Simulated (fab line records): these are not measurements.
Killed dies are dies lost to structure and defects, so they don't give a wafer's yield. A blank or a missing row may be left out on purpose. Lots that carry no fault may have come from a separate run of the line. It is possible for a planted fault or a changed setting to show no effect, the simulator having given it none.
2 desks, one fault | flow sky130 | only its own numbers are on each desk; what lay behind them is given at the end

## TOOL OWNER'S DESK, pvdSputter-03
At SKY_METAL2_SPUTTER_01 (material TiN, target thk 20 nm, time 16.7 s) the tool's own readings: per lot run on this tool, the mean of the sampled wafers that have a number. Marked OUT: a lot whose mean sits more than 4 standard deviations from the usual mean, which makes it out of limits; the brackets give that distance.
Columns: A = cathodeDcPowerW at SKY_METAL2_SPUTTER_01, usual 6500.0 W; B = throttleValvePct at SKY_METAL2_SPUTTER_01, usual 30.0 %
lot  | first seen here | A      | B
L855 | day 36 23:23    | 6500.3 | 29.9
L861 | day 38 08:56    | 6500.0 | 30.4
L870 | day 41 01:35    | 6498.6 | 29.7
Result from this desk: across the 3 lots, nothing is out of limits.

## THE METROLOGY DESK
What the gauges read, lot by lot, whatever tool the lot ran on: means of the sampled wafers that have a number. Marked OUT: a lot whose mean sits more than 4 standard deviations from the usual mean, which makes it out of limits; the brackets give that distance.
Columns: A = VIA1_W_RS at SKY_VIA1_RS_MEAS_22, usual 0.426 ohm/sq; B = VIA1_W_THK at SKY_VIA1_THK_MEAS_23, usual 270 nm
lot  | first seen here | A     | B
L849 | day 34 14:16    | 0.421 | 272
L855 | day 36 22:54    | 0.426 | 267
L859 | day 38 03:16    | 0.429 | 264
L861 | day 38 08:27    | 0.424 | 267
L870 | day 41 00:49    | 0.427 | 264
Result from this desk: across the 5 lots, nothing is out of limits.

## BROUGHT TOGETHER
The desk of the tool owner found nothing out of limits.
From the metrology desk's view, nothing was out of limits.

## WHAT WAS PUT IN BY THE SIMULATOR
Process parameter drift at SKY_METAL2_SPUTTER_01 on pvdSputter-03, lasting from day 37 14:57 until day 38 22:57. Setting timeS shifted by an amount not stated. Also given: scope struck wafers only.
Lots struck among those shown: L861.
